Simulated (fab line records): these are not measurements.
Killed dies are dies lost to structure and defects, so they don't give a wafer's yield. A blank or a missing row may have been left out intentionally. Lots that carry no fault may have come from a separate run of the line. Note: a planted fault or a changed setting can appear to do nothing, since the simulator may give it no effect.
A struck lot beside a sound one | flow sky130 | 13 steps out of a route of 708
Sound: these wafers, L297.3, L297.4, L297.6. Wafers L292.3, L292.5, L292.6 were the ones struck. The cause is named last.
Per side, at each step with rows, come the tool, then ch with its chambers, and then its first start. Under that, the readings that differ: sound wafers | struck wafers | difference of the means | sigmas: that difference in standard deviations of wafers without a fault.
alike: same words and numbers on both sides, and readings whose means sit less than 2 such deviations apart. not compared: any withheld reading, any reading some wafer has no value for, any bound like >300 that may hide the same value, and any number with overlapping values for which the record gives no deviation.
A row with sigmas, a row that says differs or no value, or rows on one side alone: a step with any of these is where the two part. Numbers that don't overlap but have no deviation are shown without sigmas and don't part them. A reading that every wafer of one side lacks parts them only if that side has two wafers or more.

SKY_NWELL_TW_MEAS_26:
  struck on filmMetro-04, day 7 00:31; sound on filmMetro-03, day 8 05:07
reading    | sound       | struck      | difference | sigmas
NWELL_2_TW | 486 485 486 | 495 495 494 | +9         | +2
then, 1 step without rows for these wafers: SKY_NWELL_CLEAN_27 (cleans in SC1/SC2, time 150 s).
SKY_NWELL_RTA_28: time 30 s.
  sound on rtpAnneal-01 ch 0, day 8 05:15; struck on rtpAnneal-01 ch 0, day 7 00:39
  alike: lampPowerPct, wafer_temp_C_max
SKY_NWELL_RS_MEAS_29: a four-point-probe measurement.
  struck on filmMetro-03, day 7 00:46; sound on filmMetro-04, day 8 05:22
  alike: NWELL_RS
SKY_NWELL_RS_MEAS_31: a four-point-probe measurement.
  struck on filmMetro-03, day 7 01:00; sound on filmMetro-04, day 8 05:36
  alike: PWDE_RS
then, 6 steps without rows for these wafers: SKY_VT_ADJUST_HVTP_DEHYDRATE_00 (time 60 s); SKY_VT_ADJUST_HVTP_HMDS_01 (prime time 60 s); SKY_VT_ADJUST_HVTP_COAT_02 (resist thk 1140 nm); SKY_VT_ADJUST_HVTP_SOFTBAKE_03 (time 60 s); SKY_VT_ADJUST_HVTP_EXPOSE_04 (exposes mask HVTPM, target cd 380 nm); SKY_VT_ADJUST_HVTP_PEB_05.
SKY_VT_ADJUST_HVTP_DEVELOP_06: develop time 60 s.
  sound on lithoTrack-03 ch 0, day 9 02:40; struck on lithoTrack-03, day 7 20:25
  no value came back on the struck wafers for chillPlateTempC (C), developTimeS (s); on the sound wafers chillPlateTempC (C) reads 22.97 23.04 23.02
SKY_VT_ADJUST_HVTP_CD_MEAS_07: the cd target is 380 nm.
  struck on cdSem-02, day 7 20:34; sound on cdSem-01, day 9 02:49
reading   | sound             | struck | difference                    | sigmas
cdNm (nm) | 380.9 381.5 380.4 | - - -  | no value on the struck wafers | 

== WHERE THEY PART ==
Earliest at SKY_NWELL_TW_MEAS_26; latest, in this record, at SKY_VT_ADJUST_HVTP_CD_MEAS_07.

WHY: the cause the simulator had injected
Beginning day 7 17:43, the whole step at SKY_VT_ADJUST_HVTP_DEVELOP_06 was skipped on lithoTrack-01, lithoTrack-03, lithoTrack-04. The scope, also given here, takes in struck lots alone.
